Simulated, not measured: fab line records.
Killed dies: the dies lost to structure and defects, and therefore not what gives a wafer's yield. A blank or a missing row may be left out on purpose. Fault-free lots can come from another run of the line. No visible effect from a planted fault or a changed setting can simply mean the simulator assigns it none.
Split-lot study + flow sfq line + route with 325 steps; 5 lots, 23 wafers read

ABOUT THE SPLIT
At SFQ_TRILAYER_L0_LITHO_PEB_008 (peb time 60 s), the setting peb time s was moved away from the recipe's 60 s on 9 of the 23 wafers read, by -13.0% to +4.5%. All remaining wafers had this setting at the recipe value.

FROM SPLIT TO READING: 1 step shown by the file between the two
- SFQ_TRILAYER_L0_LITHO_DEVELOP_007: time 60 s

THE READING
L0.cd nm (the simulator's own value, which no gauge read), in nm, at SFQ_TRILAYER_L0_BARC_OPEN_METAL_ETCH_010 (etches BARC in O2, target depth 125 nm, time 41.7 s). There is no usual value for it anywhere in the file. Average 2000 nm, standard deviation 1.2 nm, over the 14 wafers here run with the recipe.

| wafer  | tool, chamber at the split | peb time s as run, s | against the recipe | L0.cd nm, nm | against lot-mates on the recipe |
|--------|----------------------------|----------------------|--------------------|--------------|---------------------------------|
| L074.1 | litho track-02, 0          | 60                   | recipe             | 2000         | -                               |
| L074.5 | litho track-02, 0          | 60                   | recipe             | 2000         | -                               |
| L074.2 | litho track-02, 0          | 60                   | recipe             | 1998         | -                               |
| L074.6 | litho track-02, 0          | 60                   | recipe             | 1998         | -                               |
| L074.3 | litho track-02, 0          | 60                   | recipe             | 1999         | -                               |
| L077.2 | litho track-02, 0          | 62.72                | +4.5%              | 1994         | -8                              |
| L077.3 | litho track-02, 0          | 62.72                | +4.5%              | 1993         | -8                              |
| L077.4 | litho track-02, 0          | 60                   | recipe             | 2001         | -                               |
| L077.5 | litho track-02, 0          | 62.72                | +4.5%              | 1995         | -6                              |
| L077.6 | litho track-02, 0          | 60                   | recipe             | 2002         | -                               |
| L081.1 | litho track-03, 0          | 52.23                | -13.0%             | 2018         | +18                             |
| L081.2 | litho track-03, 0          | 60                   | recipe             | 2001         | -                               |
| L081.3 | litho track-03, 0          | 60                   | recipe             | 1999         | -                               |
| L081.4 | litho track-03, 0          | 52.23                | -13.0%             | 2021         | +21                             |
| L081.5 | litho track-03, 0          | 52.23                | -13.0%             | 2022         | +22                             |
| L082.2 | litho track-04, 0          | 60                   | recipe             | 2001         | -                               |
| L082.3 | litho track-04, 0          | 60                   | recipe             | 1998         | -                               |
| L082.4 | litho track-04, 0          | 60                   | recipe             | 2000         | -                               |
| L085.1 | litho track-02, 0          | 52.53                | -12.4%             | 2019         | +20                             |
| L085.2 | litho track-02, 0          | 52.53                | -12.4%             | 2019         | +20                             |
| L085.3 | litho track-02, 0          | 52.53                | -12.4%             | 2020         | +21                             |
| L085.5 | litho track-02, 0          | 60                   | recipe             | 1999         | -                               |
| L085.6 | litho track-02, 0          | 60                   | recipe             | 1999         | -                               |

THE FIT
A straight line over all 23 wafers: L0.cd nm changes by -1.55 nm for each +1% of peb time s; r = -0.99; the points scatter about the line by 1.3 nm.
The same after taking each lot's own level away (the mean of its wafers on the recipe; 23 wafers): -1.61 nm for each +1%; r = -0.99; scatter 1.1 nm.
According to that fit, moving peb time s by its largest amount changes the reading by 21 nm.
Across the lots, their own levels run from 1999.0 to 2001.5 nm, a range of 2.0 times the standard deviation given above.
The two slopes are in agreement: the lot-to-lot level therefore moves the slope only a little.
Check: for one of the wafers moved furthest among these (-13.0%), held out of the fit, the line's prediction against its lot-mates is +21.3 nm. It came out at +18 nm against them.

THE OTHER SPLITS THESE WAFERS WENT THROUGH
Before the reading, these wafers also passed through other splits. Each is held against what the fit with the lots' levels taken away leaves over:
| other split on the same wafers                | wafers away from the commonest value | r with L0.cd nm (lot level and that fit taken away) |
|-----------------------------------------------|--------------------------------------|-----------------------------------------------------|
| SFQ_TRILAYER_INCOMING_OXIDATION_002 ox time s | 18                                   | -0.02                                               |
| SFQ_TRILAYER_L0_LITHO_COAT_005 spin rpm       | 7                                    | +0.20                                               |

THE FILE'S OWN FIT
L0.cd nm changes by -1.58 nm for each +1% of peb time s, r = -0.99.
